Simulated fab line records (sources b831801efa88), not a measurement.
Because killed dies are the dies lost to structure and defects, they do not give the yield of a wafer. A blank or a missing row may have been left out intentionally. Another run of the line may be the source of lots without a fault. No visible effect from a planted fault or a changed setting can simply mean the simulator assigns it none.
Problem report in the 8D (eight disciplines) form, filled by code / flow sky130 / the parts of the form that need people (team, actions taken, sign-off) are left out

## 1. WHAT IS WRONG
Mean of cd-nm at SKY_SONOS_ONO_CD_MEAS_13: 314.6 nm across 3 wafers in 2 lots; on wafers with no fault it is 409.9 nm (standard deviation 2.2). Relative to the usual mean, that is a shift of -43 standard deviations.
The step: target cd 410 nm.
First seen on wafer L549.2, day 14 06:42, on cd-sem-02. The record holds 40 wafers of 14 lots with a number at this step. Rule for "out" (also "out of limits"): further than 4 standard deviations from the usual mean. The other wafers with a number count as sound.

## 2. WHAT IT IS AND WHAT IT IS NOT
question=which readings at this step | is=cd-nm | is not=-
question=which lots | is=L549, L552 | is not=L544, L545, L546, L547, L548, L560, L561, L562, L564, L565, L566, L567
question=which wafers of those lots | is=L549.2, L552.2, L552.6 | is not=L549.5
question=read on which gauges | is=cd-sem-02 | is not=cd-sem-01
question=when | is=from day 14 06:42 | is not=up to then (16 sound wafers); but 21 sound wafers of L560, L561, L562, L564, L565, L566, L567 came after

## 3. THE SUSPECTS, EACH WITH WHAT RULES IT OUT
Counting: any tool at a process step up to the reading remains a suspect provided it ran every lot that is out. Sound lots after the first of them don't rule it out here, since some wafers of a struck lot are sound.
- the gauge at SKY_SONOS_ONO_CD_MEAS_13: kept. All the wafers that are out were read on cd-sem-02, and no step on other tools shows them out.
- iline-stepper-01 at SKY_SONOS_ONO_EXPOSE_10 (exposes mask ONOM, target cd 410 nm): kept. Every lot that is out went through it, the first being L549 (day 13 19:26); the last sound lot it ran before that was L548 (day 13 08:19).
After counting, iline-stepper-01 at SKY_SONOS_ONO_EXPOSE_10 and cd-sem-02 at SKY_SONOS_ONO_CD_MEAS_13 remain.

## 4. THE CAUSE (what the simulator had put in)
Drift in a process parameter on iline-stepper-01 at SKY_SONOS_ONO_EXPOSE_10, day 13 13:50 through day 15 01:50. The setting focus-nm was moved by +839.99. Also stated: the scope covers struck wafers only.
Of the 2 suspects that counting leaves, this tool is one.

## 5. THE CHAIN OF EFFECTS, in route order
Each row: a reading where the mean over the struck wafers with a number is more than 3 standard deviations away from the usual. Only readings for which the record gives a usual standard deviation are gone through. hours: the time from each lot's start at the first step in this table that gives one to its start at this step, as a median over the lots. sigmas: the change in usual standard deviations.
hours=0; step=SKY_SONOS_ONO_CD_MEAS_13; reading=cd-nm; usual=409.9 nm; on struck wafers=314.6; change=-95.3; sigmas=-43

## 6. WHAT WOULD HAVE CAUGHT IT SOONER
Counted from the fault's start at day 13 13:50, it took 17 hours until the first out-of-limits reading at a measuring or inspecting step in this record, taken at day 14 06:42.
Among the 2 lots that are out, L552 began SKY_SONOS_ONO_EXPOSE_10 on iline-stepper-01 after day 14 06:42. Had the tool been put on hold then, it would have been spared.
